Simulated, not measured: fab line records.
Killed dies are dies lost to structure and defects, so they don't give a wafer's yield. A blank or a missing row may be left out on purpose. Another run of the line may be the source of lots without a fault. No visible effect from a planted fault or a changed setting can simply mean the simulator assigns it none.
A lot that was struck, set against a sound lot    flow sky130    15 out of 708 route steps
Sound: these wafers, L405.2, L405.3, L405.5. The struck wafers were L414.3, L414.4, L414.6. The cause is given at the end.
Order at every step that has rows: each side's tool, ch and its chambers, its first start. Under that, the readings that differ: sound wafers    struck wafers    difference of the means    sigmas: that difference in standard deviations of wafers without a fault.
alike: readings with means less than 2 such deviations apart, plus words and numbers identical on both sides. not compared: withheld readings, readings lacking a value on some wafer, bounds such as >300 that could conceal the same value, and numbers that have no deviation in the record and whose values overlap.
A row with sigmas, a row that says differs or no value, or rows on one side alone: a step with any of these is where the two part. Numbers that have no deviation but don't overlap get no sigmas and don't part them. A reading missing from all wafers of one side parts the sides only when that side holds two or more wafers.

SKY_VIA1_BOW_MEAS_03:
  sound on film metro-03, day 35 08:18; struck on film metro-04, day 37 22:37
  alike: VIA1_BOW
then, 8 steps without rows for these wafers: SKY_VIA1_DEHYDRATE_04 (time 60 s); SKY_VIA1_HMDS_05 (prime time 60 s); SKY_VIA1_COAT_06 (resist thk 60 nm); SKY_VIA1_COAT_07 (resist thk 450 nm); SKY_VIA1_SOFTBAKE_08 (time 87.2 s); SKY_VIA1_EXPOSE_09 (exposes mask VIM, target cd 150 nm); SKY_VIA1_PEB_10; SKY_VIA1_DEVELOP_11 (develop time 60 s).
SKY_VIA1_CD_MEAS_12: the cd target is 150 nm.
  sound on cd sem-01, day 36 10:27; struck on cd sem-02, day 38 23:52
reading     sound              struck             difference  sigmas
cd nm (nm)  147.0 146.4 147.2  151.6 152.5 149.6  +4.4        +3
SKY_VIA1_OVL_MEAS_13:
  sound on overlay-02, day 36 10:34; struck on overlay-02, day 38 23:58
  alike: VIA1_OVL
SKY_VIA1_ETCH_14: etches BARC in N2/H2, stops on SiO2, time 45.9 s, target depth 60 nm.
  sound on rie diel-04 ch 1,2,3, day 36 10:35; struck on rie diel-04 ch 0,1, day 38 23:59
  alike: bias w, chamber pressure mTorr, drypump motor current A, n2 flow sccm, oes product au, throttle valve pct
  not compared: rf hours counter h
SKY_VIA1_ETCH_15: etches SiO2 in C4F8/O2/Ar, stops on TiN, target depth 351 nm, time 54 s.
  sound on rie diel-04 ch 1,2,3, day 36 10:38; struck on rie diel-04 ch 0,1, day 39 00:02
  no value came back on the struck wafers for bias w (W), chamber pressure mTorr (mTorr), oes product au (a.u.); on the sound wafers bias w (W) reads 1201 1199 1204
reading                                      sound            struck           difference  sigmas
model.KrF-thick_of_VIA1_COAT_07.thk nm (nm)  322.8 323 321.2  390.6 391.3 391  +68.6       
  not compared: rf hours counter h
SKY_VIA1_STRIP_16: strips in O2/N2.
  sound on plasma asher-04 ch 0,1, day 36 10:41; struck on plasma asher-04 ch 0,1, day 39 00:07
reading                       sound              struck             difference  sigmas
oes product au (a.u.)         0.417 0.418 0.416  0.447 0.438 0.450  +0.028      +6
strip time to endpoint s (s)  4.454 4.453 4.441  5.176 5.179 5.183  +0.730      +29
  alike: drypump motor current A, n2 flow sccm
  not compared: rf hours counter h
then, 1 step without rows for these wafers: SKY_VIA1_STRIP_17 (strips in post etch residue remover, time 1200 s).

WHERE THEY PART
At SKY_VIA1_CD_MEAS_12 first; at SKY_VIA1_STRIP_16 last (within this record only).

WHY: whatever the simulator had introduced
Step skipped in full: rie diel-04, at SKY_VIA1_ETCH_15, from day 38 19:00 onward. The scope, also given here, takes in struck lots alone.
